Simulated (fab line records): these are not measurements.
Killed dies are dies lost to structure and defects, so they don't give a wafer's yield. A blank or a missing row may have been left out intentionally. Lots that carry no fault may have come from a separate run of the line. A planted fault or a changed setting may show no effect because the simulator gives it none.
8D (eight disciplines) problem report, filled in by code    flow sky130    the parts of the form that need people (team, actions taken, sign-off) are left out

## 1. THE PROBLEM
Wafers free of any fault read 1750 nm (standard deviation 16) for VIA4_HDPCVD_THK at SKY_VIA4_THK_MEAS_01, against a mean of 2441 nm on 3 wafers of 2 lots. That is +43 standard deviations from the usual mean.
First observed at day 46 03:20: wafer L798.5, on film_metro-01. Wafers with a number at this step in the record: 36, from 12 lots. The rule behind "out" and "out of limits": a value lying over 4 standard deviations away from the usual mean. Any other wafer with a number is counted as sound.

## 2. WHAT IT IS, AND WHAT IT ISN'T
question                     is                            is not
which readings at this step  VIA4_HDPCVD_THK               -
which lots                   L798, L799                    L782, L783, L784, L786, L787, L788, L794, L800, L804, L805
which wafers of those lots   L798.5, L799.2, L799.6        L798.1, L798.6, L799.5
read on which gauges         film_metro-01, film_metro-04  film_metro-03
when                         from day 46 03:20             up to then (23 sound wafers); but 10 sound wafers of L799, L800, L804, L805 came after

## 3. WHAT RULES OUT EACH SUSPECT
Counting: a tool at a process step up to the reading stays a suspect if it ran every lot that is out. Sound lots after the first of them don't rule it out here, since some wafers of a struck lot are sound.
- the gauge at SKY_VIA4_THK_MEAS_01 has been ruled out. The wafers that are out were read on 2 gauges (film_metro-01, film_metro-04).
- pvd_sputter-03 at SKY_VIA2_SPUTTER_20 (material TiN, target thk 20 nm, time 80 s): kept. It processed each lot that is out (first: L798, day 41 05:41); up to then, its last sound lot is L794 (day 40 05:26).
- hdpcvd-02 at SKY_VIA4_HDPCVD_00 (deposits SiO2, target thk 1750 nm, time 291.7 s): kept. It processed each lot that is out (first: L798, day 46 03:10); up to then, its last sound lot is L794 (day 45 05:28).
Left after counting: pvd_sputter-03 at SKY_VIA2_SPUTTER_20, hdpcvd-02 at SKY_VIA4_HDPCVD_00.

## 4. THE CAUSE (what the simulator had put in)
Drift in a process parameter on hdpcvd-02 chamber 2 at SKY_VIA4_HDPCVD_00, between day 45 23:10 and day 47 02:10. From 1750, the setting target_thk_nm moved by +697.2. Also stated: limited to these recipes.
Counting leaves 2 suspects; this tool is one of them.

## 5. THE EFFECT CHAIN, in route order
Each row: a reading where the mean over the struck wafers with a number is more than 3 standard deviations away from the usual. Only readings for which the record gives a usual standard deviation are gone through. hours: the time from each lot's start at the first step in this table that gives one to its start at this step, as a median over the lots. sigmas: the change in usual standard deviations.
hours  step                  reading          usual    on struck wafers  change  sigmas
0      SKY_VIA4_THK_MEAS_01  VIA4_HDPCVD_THK  1750 nm  2441              +691    +43

## 6. WHAT WOULD HAVE CAUGHT IT SOONER
Counted from the fault's start at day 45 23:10, it took 4 hours until the first out-of-limits reading at a measuring or inspecting step in this record, taken at day 46 03:20.
L799, from the lots that are out (2), started SKY_VIA4_HDPCVD_00 on hdpcvd-02 later than day 46 03:20. Holding the tool at that time would have saved it.
